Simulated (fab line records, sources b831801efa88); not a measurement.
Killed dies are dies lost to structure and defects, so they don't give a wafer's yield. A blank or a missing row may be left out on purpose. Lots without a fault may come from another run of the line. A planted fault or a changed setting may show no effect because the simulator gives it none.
fab line records | flow sky130
record lots=5 wafers=15 last_day=50
route steps=708 shown NWELL@66 PWDE@84 VT_ADJUST_HVTP@85 VT_ADJUST_LVTN@97
lots that met no fault: from a run of the same line without faults
start_h: hours from the record's first day to the start of the lot's first wafer shown | wait_h: hours since the lot's step before | " the same as in the row above | L1.1+2: a row that stands for several wafers | - no value, or no start given | * or withheld: withheld | < > ~ a bound
route shown NAME@n: a module of which the file shows steps, and the number in the route of the first | usual: mean/standard deviation of fault-free wafers | same: alike in all rows | chamber/n: place in a boat | sites: the reading at each site | _std_site: their standard deviation | _edge_site: outer sites' mean less inner sites' | radius_mm: how far each site lies from the wafer's centre | mask NAME#n: copy n | behind: the tool/chamber that last shaped the wafer | hold: why the lot was held/for how many hours/how that ended | device: the transistor (n, p or np) that didn't switch | end of line: the same wafers' tests at the end of the route | a step without rows: its recipe alone | killed: dies lost to structure and defects at the first sort, not the wafer's yield | map: a wafer's dies, x killed, . not, _ none there
set.NAME: the setting as run; set.NAME@STEP: as run at that earlier step | model.NAME: the simulator's own value behind a step, which no gauge read
lots at some steps of the route; a table a step, a row a wafer
services: from which hour (start_h, from the record's first day; less than 0 if before it) a tool's chamber was out of use, for how many hours, and why
## steps
# step SKY_NWELL_IMPLANT_13
# recipe species=P energy_kev=50 dose_cm2=7e+11 tilt_deg=withheld
# step SKY_NWELL_STRIP_14
# recipe chemistry=O2/N2 power_w=1400 pressure_mtorr=1500 platen_temp_c=withheld o2_flow_sccm=3000 n2_flow_sccm=300 overash_fraction=0.5
# usual drypump_motor_current_A=5.39/0.28 oes_product_au=0.722/0.0046 strip_time_to_endpoint_s=36.89/0.093
# columns lot.wafer tool chamber start_h wait_h drypump_motor_current_A oes_product_au rf_hours_counter_h strip_time_to_endpoint_s
L481.2 plasma_asher-04 1 91.90 0.1 5.83 0.716 39 36.95
L481.5 " 1 " " 5.82 0.725 - 37.10
L481.6 " 0 " " 5.64 0.707 - 37.11
L487.1 plasma_asher-04 0 132.14 0.1 5.64 0.725 1 36.99
L487.3 " 0 " " 5.64 0.722 - 36.87
L487.5 " 0 " " 5.64 0.720 - 36.92
L489.1 plasma_asher-01 1 140.55 0.1 5.49 0.720 44 37.01
L489.2 " 0 " " 5.21 0.720 44 37.00
L489.4 " 1 " " 5.45 0.722 - 36.93
L490.2 plasma_asher-02 1 146.31 0.1 5.60 0.727 35 36.69
L490.3 " 1 " " 5.61 0.716 - 36.85
L490.4 " 0 " " 4.90 0.720 - 36.76
L503.2 plasma_asher-01 1 219.70 0.1 5.42 0.723 52 36.75
L503.4 " 0 " " 5.19 0.717 - 36.83
L503.6 " 1 " " 5.39 0.719 - 36.93
# step SKY_NWELL_TW_MEAS_15
# usual NWELL_TW=1831/7.1
# columns lot.wafer tool chamber start_h wait_h NWELL_TW
L481.2 film_metro-02 - 92.01 0.1 1840
L481.5 " - " " 1832
L481.6 " - " " 1820
L487.1 film_metro-03 - 132.24 0.1 1823
L487.3 " - " " 1841
L487.5 " - " " 1830
L489.1 film_metro-03 - 140.65 0.1 1824
L489.2 " - " " 1827
L489.4 " - " " 1835
L490.2 film_metro-02 - 146.42 0.1 1832
L490.3 " - " " 1833
L490.4 " - " " 1833
L503.2 film_metro-02 - 219.81 0.1 1820
L503.4 " - " " 1831
L503.6 " - " " 1841
# step SKY_NWELL_DEHYDRATE_16
# recipe temp_c=200 time_s=60
# step SKY_NWELL_HMDS_17
# recipe prime_time_s=60 prime_temp_c=120
# step SKY_NWELL_COAT_18
# recipe spin_rpm=2000 resist_thk_nm=3000
# step SKY_NWELL_SOFTBAKE_19
# recipe temp_c=110 time_s=withheld
# step SKY_NWELL_EXPOSE_20
# recipe mask_id=NWM_COMPLEMENT na=0.6 source_shape=conventional sigma_outer=0.6 polarization=unpolarized target_cd_nm=840 dose_mj=260
# step SKY_NWELL_PEB_21
# recipe temp_c=115 time_s=withheld
# step SKY_NWELL_DEVELOP_22
# recipe wall_angle_deg=90 developer=TMAH develop_time_s=60 dev_temp_c=23
# step SKY_NWELL_OVL_MEAS_23
# usual NWELL_01_OVL=0.3/1.5
# columns lot.wafer tool chamber start_h wait_h NWELL_01_OVL[nm]
L481.2 overlay-01 - 109.81 - -2.0
L481.5 " - " " -0.3
L481.6 " - " " -0.7
L487.1 overlay-01 - 151.91 - 1.7
L487.3 " - " " 1.2
L487.5 " - " " 0.3
L489.1 overlay-02 - 160.32 - 0.2
L489.2 " - " " 1.7
L489.4 " - " " -0.5
L490.2 overlay-01 - 166.76 - -0.3
L490.3 " - " " -1.2
L490.4 " - " " -1.8
L503.2 overlay-01 - 242.21 - 0.2
L503.4 " - " " 2.0
L503.6 " - " " 1.5
# step SKY_NWELL_IMPLANT_24
# recipe species=B energy_kev=140 dose_cm2=9.2e+12 tilt_deg=withheld
# step SKY_NWELL_STRIP_25
# recipe chemistry=O2/N2 power_w=1400 pressure_mtorr=1500 platen_temp_c=withheld o2_flow_sccm=3000 n2_flow_sccm=300 overash_fraction=0.5
# usual drypump_motor_current_A=5.5/0.32 oes_product_au=0.722/0.0043 strip_time_to_endpoint_s=36.89/0.087
# columns lot.wafer tool chamber start_h wait_h drypump_motor_current_A oes_product_au rf_hours_counter_h strip_time_to_endpoint_s model.coat_of_NWELL_COAT_18.thk_nm
L481.2 plasma_asher-02 1 109.99 0.1 5.6 0.720 31 36.89 0
L481.5 " 1 " " 5.6 0.724 - 37.03 0
L481.6 " 0 " " 4.9 0.719 - 36.95 0
L487.1 plasma_asher-02 1 152.10 0.1 5.6 0.719 36 36.96 0
L487.3 " 0 " " 4.9 0.727 - 36.98 0
L487.5 " 1 " " 5.6 0.715 - 36.98 0
L489.1 plasma_asher-02 1 160.51 0.1 5.6 0.907 37 - 1950
L489.2 " 0 " " 4.9 0.918 37 - 1954
L489.4 " 0 " " 4.9 0.912 - - 1954
L490.2 plasma_asher-04 1 166.94 0.1 5.8 0.722 5 36.82 0
L490.3 " 1 " " 5.8 0.718 - 36.99 0
L490.4 " 0 " " 5.7 0.731 - 36.83 0
L503.2 plasma_asher-02 1 242.39 0.1 5.6 0.727 45 36.82 0
L503.4 " 1 " " 5.6 0.726 - 36.72 0
L503.6 " 1 " " 5.6 0.718 - 36.74 0
# step SKY_NWELL_TW_MEAS_26
# usual NWELL_2_TW=500/3.4
# columns lot.wafer tool chamber start_h wait_h NWELL_2_TW
L481.2 film_metro-03 - 110.10 0.1 496
L481.5 " - " " 495
L481.6 " - " " 495
L487.1 film_metro-03 - 152.20 0.1 497
L487.3 " - " " 497
L487.5 " - " " 496
L489.1 film_metro-03 - 160.61 0.1 498
L489.2 " - " " 499
L489.4 " - " " 502
L490.2 film_metro-04 - 167.05 0.1 496
L490.3 " - " " 497
L490.4 " - " " 497
L503.2 film_metro-03 - 242.50 0.1 505
L503.4 " - " " 505
L503.6 " - " " 505
# step SKY_NWELL_CLEAN_27
# recipe chemistry=SC1/SC2 mix=1:4:20 temp_c=70 time_s=150 dry=n2_spin
# step SKY_NWELL_RTA_28
# recipe temp_c=1050 time_s=30 idle_temp_c=650 ramp_up_c_per_s=150 ramp_down_c_per_s=90 ambient=N2
# usual lamp_power_pct=25.30/0.057 wafer_temp_C_max=1054.9/0.98
# columns lot.wafer tool chamber start_h wait_h lamp_power_pct wafer_temp_C_max
L481.2 rtp_anneal-02 0 110.22 0.0 25.36 1055.7
L481.5 " 0 " " 25.27 1056.4
L481.6 " 0 " " 25.26 1055.9
L487.1 rtp_anneal-02 0 152.31 0.0 25.33 1055.6
L487.3 " 0 " " 25.25 1057.3
L487.5 " 0 " " 25.18 1055.2
L489.1 rtp_anneal-01 0 160.72 0.0 25.33 1053.6
L489.2 " 0 " " 25.26 1054.4
L489.4 " 0 " " 25.28 1055.8
L490.2 rtp_anneal-01 0 167.17 0.0 25.22 1056.2
L490.3 " 0 " " 25.36 1056.6
L490.4 " 0 " " 25.28 1054.8
L503.2 rtp_anneal-02 0 242.62 0.0 25.33 1054.6
L503.4 " 0 " " 25.33 1054.6
L503.6 " 0 " " 25.30 1053.9
# step SKY_NWELL_RS_MEAS_29
# recipe thk_meas_gauge=four-point-probe
# usual NWELL_RS=624.8/1.9
# columns lot.wafer tool chamber start_h wait_h NWELL_RS[ohm/sq]
L481.2 film_metro-02 - 110.33 0.1 627.8
L481.5 " - " " 628.5
L481.6 " - " " 626.5
L487.1 film_metro-04 - 152.41 0.1 628.1
L487.3 " - " " 624.3
L487.5 " - " " 625.1
L489.1 film_metro-04 - 160.82 0.1 626.3
L489.2 " - " " 624.6
L489.4 " - " " 625.3
L490.2 film_metro-02 - 167.28 0.1 625.4
L490.3 " - " " 623.5
L490.4 " - " " 623.8
L503.2 film_metro-04 - 242.72 0.1 622.5
L503.4 " - " " 624.2
L503.6 " - " " 623.9
# step SKY_NWELL_RS_MEAS_31
# recipe thk_meas_gauge=four-point-probe
# usual PWDE_RS=5282/23
# columns lot.wafer tool chamber start_h wait_h PWDE_RS[ohm/sq]
L481.2 film_metro-02 - 110.57 0.1 5277
L481.5 " - " " 5300
L481.6 " - " " 5284
L487.1 film_metro-04 - 152.65 0.1 5266
L487.3 " - " " 5265
L487.5 " - " " 5268
L489.1 film_metro-04 - 161.06 0.1 5273
L489.2 " - " " 5282
L489.4 " - " " 5273
L490.2 film_metro-02 - 167.52 0.1 5319
L490.3 " - " " 5325
L490.4 " - " " 5329
L503.2 film_metro-04 - 242.96 0.1 5252
L503.4 " - " " 5272
L503.6 " - " " 5249
# step SKY_VT_ADJUST_HVTP_DEHYDRATE_00
# recipe temp_c=200 time_s=60
# step SKY_VT_ADJUST_HVTP_HMDS_01
# recipe prime_time_s=60 prime_temp_c=120
# step SKY_VT_ADJUST_HVTP_COAT_02
# recipe resist=NOVOLAK spin_rpm=3000 resist_thk_nm=1140
# step SKY_VT_ADJUST_HVTP_SOFTBAKE_03
# recipe temp_c=90 time_s=60 resist=NOVOLAK
# step SKY_VT_ADJUST_HVTP_EXPOSE_04
# recipe mask_id=HVTPM na=0.6 source_shape=conventional sigma_outer=0.6 polarization=unpolarized target_cd_nm=380 dose_mj=140
# step SKY_VT_ADJUST_HVTP_PEB_05
# recipe temp_c=withheld time_s=* resist=NOVOLAK
# step SKY_VT_ADJUST_HVTP_DEVELOP_06
# recipe resist=NOVOLAK developer=TMAH develop_time_s=60 dev_temp_c=23
# step SKY_VT_ADJUST_HVTP_CD_MEAS_07
# recipe target_cd_nm=380
# usual cd_nm=380.4/2.7
# columns lot.wafer tool chamber start_h wait_h cd_nm
L481.2 cd_sem-01 - 128.77 0.1 376.5
L481.5 " - " " 376.2
L481.6 " - " " 379.4
L487.1 cd_sem-02 - 172.55 0.1 380.2
L487.3 " - " " 379.6
L487.5 " - " " 379.4
L489.1 cd_sem-02 - 181.21 0.1 380.9
L489.2 " - " " 379.8
L489.4 " - " " 383.1
L490.2 cd_sem-02 - 187.47 0.1 380.8
L490.3 " - " " 379.9
L490.4 " - " " 377.8
L503.2 cd_sem-01 - 266.82 0.1 381.4
L503.4 " - " " 383.0
L503.6 " - " " 382.1
# step SKY_VT_ADJUST_HVTP_OVL_MEAS_08
# usual VT_ADJUST_HVTP_OVL=-0.7/1.4
# columns lot.wafer tool chamber start_h wait_h VT_ADJUST_HVTP_OVL[nm]
L481.2 overlay-02 - 128.88 0.1 1.1
L481.5 " - " " 0.5
L481.6 " - " " 1.2
L487.1 overlay-01 - 172.67 0.1 -0.2
L487.3 " - " " 0.5
L487.5 " - " " -1.1
L489.1 overlay-01 - 181.33 0.1 1.1
L489.2 " - " " 2.2
L489.4 " - " " 1.7
L490.2 overlay-02 - 187.58 0.1 -2.9
L490.3 " - " " -3.2
L490.4 " - " " -3.4
L503.2 overlay-01 - 266.93 0.1 2.6
L503.4 " - " " 0.2
L503.6 " - " " -0.4
# step SKY_VT_ADJUST_HVTP_IMPLANT_09
# recipe species=As energy_kev=150 dose_cm2=4.3e+12 tilt_deg=withheld
# step SKY_VT_ADJUST_HVTP_STRIP_10
# recipe chemistry=O2/N2 power_w=1400 pressure_mtorr=1500 platen_temp_c=withheld o2_flow_sccm=3000 n2_flow_sccm=300 overash_fraction=0.5
# usual drypump_motor_current_A=5.5/0.47 oes_product_au=0.716/0.0044 strip_time_to_endpoint_s=14.20/0.046
# columns lot.wafer tool chamber start_h wait_h drypump_motor_current_A oes_product_au rf_hours_counter_h strip_time_to_endpoint_s
L481.2 plasma_asher-02 1 129.06 0.1 5.6 0.719 33 14.18
L481.5 " 0 " " 4.9 0.710 - 14.15
L481.6 " 1 " " 5.6 0.715 - 14.14
L487.1 plasma_asher-01 1 173.03 0.1 5.5 0.719 48 14.13
L487.3 " 1 " " 5.5 0.716 - 14.13
L487.5 " 0 " " 5.2 0.712 - 14.11
L489.1 plasma_asher-03 1 181.51 0.1 5.4 0.730 49 43.29
L489.2 " 0 " " 6.4 0.725 49 43.34
L489.4 " 1 " " 5.4 0.721 - 43.32
L490.2 plasma_asher-02 1 187.76 0.1 5.6 0.720 39 14.17
L490.3 " 1 " " 5.6 0.719 - 14.23
L490.4 " 0 " " 4.9 0.714 - 14.23
L503.2 plasma_asher-01 0 267.11 0.1 5.2 0.718 57 14.17
L503.4 " 1 " " 5.4 0.716 - 14.19
L503.6 " 0 " " 5.2 0.713 - 14.23
# step SKY_VT_ADJUST_HVTP_TW_MEAS_11
# usual VT_ADJUST_HVTP_TW=1364/10
# columns lot.wafer tool chamber start_h wait_h VT_ADJUST_HVTP_TW
L481.2 film_metro-02 - 129.17 0.1 1370
L481.5 " - " " 1371
L481.6 " - " " 1371
L487.1 film_metro-03 - 173.13 0.1 1357
L487.3 " - " " 1365
L487.5 " - " " 1356
L489.1 film_metro-01 - 181.61 0.1 30
L489.2 " - " " 30
L489.4 " - " " 30
L490.2 film_metro-01 - 187.87 0.1 1349
L490.3 " - " " 1361
L490.4 " - " " 1360
L503.2 film_metro-01 - 267.22 0.1 1350
L503.4 " - " " 1346
L503.6 " - " " 1343
# step SKY_VT_ADJUST_LVTN_DEHYDRATE_00
# recipe temp_c=200 time_s=60
## services
# columns tool chamber start_h hours kind
plasma_asher-01 - 76.29 4.3 pm
plasma_asher-03 - 78.19 18.8 pm
plasma_asher-04 - 108.75 9.0 pm
plasma_asher-04 0 108.75 9.0 vent_cycle
plasma_asher-04 1 108.75 9.0 vent_cycle
plasma_asher-04 0 117.75 - clean
plasma_asher-04 1 117.75 - clean
plasma_asher-01 - 135.99 4.5 repair
plasma_asher-02 - 256.33 1.9 repair
## key
first_sign step=SKY_NWELL_STRIP_25 reading=oes_product_au direction=up sigmas=44 usual=0.722 struck=0.912
effect step=SKY_VT_ADJUST_HVTP_STRIP_10 reading=strip_time_to_endpoint_s direction=up sigmas=99+ usual=* struck=*
effect step=SKY_VT_ADJUST_HVTP_TW_MEAS_11 reading=VT_ADJUST_HVTP_TW direction=down sigmas=99+ usual=1364 struck=30
model_effect step=SKY_NWELL_STRIP_25 value=coat_of_NWELL_COAT_18.thk_nm without=0 struck=1953
met_at SKY_NWELL_STRIP_25
struck_wafers L489.1,L489.2,L489.4
sort_left_out L489.1,L489.2,L489.4
tester_left_out L489
onset_between 152.10 160.51
fault kind=strip_aborted tool=plasma_asher-02 chamber=- onset_h=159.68 steps=SKY_NWELL_STRIP_25 offset=0.85859 end_h=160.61
# tester_left_out: of these lots the tester's yield and bins aren't shown, on N5 and GAA mostly nor the transistor test; their killed dies are dies lost to structure and defects alone, not to doping, threshold or leakage, so they don't give the yield
# sort_left_out: the simulated sort isn't trusted on such a fault, so these wafers' sort isn't shown, and their yield isn't known
